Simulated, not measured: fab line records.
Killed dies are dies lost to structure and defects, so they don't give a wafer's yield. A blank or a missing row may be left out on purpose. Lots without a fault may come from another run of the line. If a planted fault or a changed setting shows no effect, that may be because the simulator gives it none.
Split-lot experiment ; flow sky130 ; 23 wafers read across 5 lots, on a route 708 steps long

THE SPLIT ITSELF
At SKY_VIA2_HDPCVD_00 (deposits SiO2, target thk 1180 nm, time 196.7 s), the setting sih4-flow-sccm was moved away from the recipe's 60 sccm on 9 of the 23 wafers read, by -8.2% to +11.1%. All remaining wafers had this setting at the recipe value.

No step appears in the file between the split and the reading.

THE READING
VIA2_HDPCVD_THK, in nm, at SKY_VIA2_THK_MEAS_01. Fault-free wafers of this fab line usually give 1176 nm, standard deviation 14 nm.

wafer;tool, chamber at the split;sih4-flow-sccm as run, sccm;against the recipe;VIA2_HDPCVD_THK, nm;against lot-mates on the recipe
L076.2;hdpcvd-01, 0;60;recipe;1169;-
L076.4;hdpcvd-01, 0;60;recipe;1174;-
L076.5;hdpcvd-01, 1;60;recipe;1171;-
L077.1;hdpcvd-02, 1;60;recipe;1163;-
L077.2;hdpcvd-02, 0;60;recipe;1162;-
L077.4;hdpcvd-02, 0;55.11;-8.2%;1062;-103
L077.5;hdpcvd-02, 1;55.11;-8.2%;1067;-98
L077.6;hdpcvd-02, 2;60;recipe;1170;-
L082.1;hdpcvd-01, 0;60;recipe;1191;-
L082.2;hdpcvd-01, 2;66.53;+10.9%;1314;+122
L082.3;hdpcvd-01, 1;66.53;+10.9%;1318;+126
L082.4;hdpcvd-01, 2;66.53;+10.9%;1307;+114
L082.6;hdpcvd-01, 1;60;recipe;1194;-
L083.1;hdpcvd-02, 2;63.01;+5.0%;1245;+68
L083.2;hdpcvd-02, 0,1;60;recipe;1173;-
L083.3;hdpcvd-02, 1;60;recipe;1175;-
L083.4;hdpcvd-02, 0;63.01;+5.0%;1239;+62
L083.6;hdpcvd-02, 0,1;60;recipe;1183;-
L084.1;hdpcvd-02, 0;60;recipe;1160;-
L084.2;hdpcvd-02, 2;66.66;+11.1%;1285;+126
L084.3;hdpcvd-02, 1,2;60;recipe;1153;-
L084.5;hdpcvd-02, 1,2;60;recipe;1164;-
L084.6;hdpcvd-02, 0;66.66;+11.1%;1289;+130
If several chambers appear in one row, that row covers several wafers at once and the file leaves open which wafer was in which chamber.

FIT RESULTS
A straight line over all 23 wafers: VIA2_HDPCVD_THK changes by +12.3 nm for each +1% of sih4-flow-sccm; r = +0.99; the points scatter about the line by 12 nm.
The same after taking each lot's own level away (the mean of its wafers on the recipe; 23 wafers): +11.6 nm for each +1%; r = +1.00; scatter 5 nm.
That fit puts the effect of the largest move of sih4-flow-sccm on the reading at 1.3e+02 nm.
From 1159.0 to 1192.5 nm: that is the span of the lots' own levels, equal to 2.4 times the standard deviation above.
The two slopes agree, so the slope changes little with the lot-to-lot level.
Check: with one of the wafers moved furthest among these (+11.1%) left out of the fit, the line predicts +128 nm for it against its lot-mates. Against them it came out at +126 nm.

FURTHER SPLITS ON THESE WAFERS
Other splits were also applied to these wafers ahead of the reading. Each is held against what the fit with the lots' levels taken away leaves over:
other split on the same wafers;wafers away from the commonest value;r with VIA2_HDPCVD_THK (lot level and that fit taken away)
SKY_VIA1_EXPOSE_09 dose-mj;7;+0.13
SKY_VIA1_SPUTTER_20 power-w;7;-0.11
SKY_METAL2_SPUTTER_02 time-s;9;+0.17
SKY_METAL2_METAL_ETCH_19 icp-w;7;+0.07

THE WHOLE CHAIN: every reading that the file lists as answering this split, in the file's order
step;what it does;reading;change (the file's fit);r (the file's)
SKY_VIA2_HDPCVD_00;deposits SiO2, target thk 1180 nm, time 196.7 s;SiO2_of_VIA2_HDPCVD_00.thk-nm (the simulator's own value, which no gauge read);+11.8 nm for each +1% of the setting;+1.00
SKY_VIA2_THK_MEAS_01;;VIA2_HDPCVD_THK;+11.7 for each +1% of the setting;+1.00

THE FILE'S OWN FIT
VIA2_HDPCVD_THK changes by +11.7 nm for each +1% of sih4-flow-sccm, r = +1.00.
